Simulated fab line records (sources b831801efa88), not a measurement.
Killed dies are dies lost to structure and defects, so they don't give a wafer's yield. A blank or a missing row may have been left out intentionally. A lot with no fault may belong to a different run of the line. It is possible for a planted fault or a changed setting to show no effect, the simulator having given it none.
One fault through the eyes of 2 desks | flow gf180mcu | numbers are kept per desk, each desk with only its own; the story behind them comes last

== THE METROLOGY DESK ==
What the gauges read for every lot (on any tool): the sampled wafers with a number, averaged. Any lot whose mean is over 4 standard deviations away from the usual mean is out of limits and marked OUT; that distance is given in the brackets.
Columns: A = VT_IMPLANT_03_OVL at GF_VT_IMPLANT_OVL_MEAS_40, usual -0.9 nm; B = LVPWELL_RS at GF_VT_IMPLANT_RS_MEAS_48, usual 1197.5 ohm/sq; C = HV_LDD_3_TW at GF_HV_LDD_TW_MEAS_38, usual 1427
lot  | first seen here | A    | B                 | C
L399 | day 7 15:34     | -1.6 | 1199.3            | 1414
L402 | day 8 16:35     | -3.2 | 1197.9            | 1464
L404 | day 9 09:16     | 0.7  | 1199.2            | 1397
L405 | day 9 13:08     | -2.5 | 1197.8            | 1462
L407 | day 10 07:19    | 0.3  | 1199.6            | 1459
L408 | day 10 11:40    | -3.4 | 1196.2            | 1411
L409 | day 10 17:43    | 1.0  | 1196.6            | 1465
L412 | day 11 13:51    | -2.1 | 1200.5            | 1411
L417 | day 12 21:31    | -1.1 | 1209.8 (+4.4) OUT | 1418
L418 | day 13 03:52    | -1.4 | 1197.8            | 1416
L419 | day 13 12:16    | -0.2 | 1203.1            | 1415
L420 | day 13 17:52    | 1.2  | 1198.0            | 1462
L421 | day 14 01:31    | -0.2 | 1197.3            | 1401
Finding of this desk: L417 out of limits, first seen on L417 at day 12 22:15 (LVPWELL_RS at GF_VT_IMPLANT_RS_MEAS_48). L399, L402, L404, L405, L407, L408, L409, L412, L418, L419, L420, L421: within limits.

== DESK OF THE TOOL OWNER: implanter-01 ==
The tool's own readings at GF_LVPWELL_IMPLANT_09, given as means over the sampled wafers that have a number, one for each lot that went through this tool. Any lot whose mean is over 4 standard deviations away from the usual mean is out of limits and marked OUT; that distance is given in the brackets.
Columns: A = beam-energy-keV at GF_LVPWELL_IMPLANT_09, usual 60.002
lot  | first seen here | A
L404 | day 5 10:54     | 59.987
L408 | day 6 07:13     | 60.021
L409 | day 6 12:01     | 60.007
L417 | day 8 08:31     | 69.964 (+99 or more) OUT
L419 | day 8 20:41     | 69.927 (+99 or more) OUT
This desk's verdict: out of limits on L417, L419, starting with L417 at day 8 08:31 (beam-energy-keV at GF_LVPWELL_IMPLANT_09). L404, L408, L409: within limits.

== BROUGHT TOGETHER ==
The tool owner's desk could have raised an alarm at day 8 08:31, on L417, L419.
On L417, the metrology desk was in a position to raise an alarm at day 12 22:15.
The metrology desk holds a record of L419, inside its limits.
All the named lots went through GF_LVPWELL_IMPLANT_09 on implanter-01.

== WHAT HAD BEEN PUT IN BY THE SIMULATOR ==
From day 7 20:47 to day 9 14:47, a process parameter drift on implanter-01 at GF_LVPWELL_IMPLANT_09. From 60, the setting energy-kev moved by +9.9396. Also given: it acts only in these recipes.
Lots struck among those shown: L417, L419.
Time in hours from fault onset to the first out-of-limits reading at each desk: tool owner's desk 12, metrology desk 121.
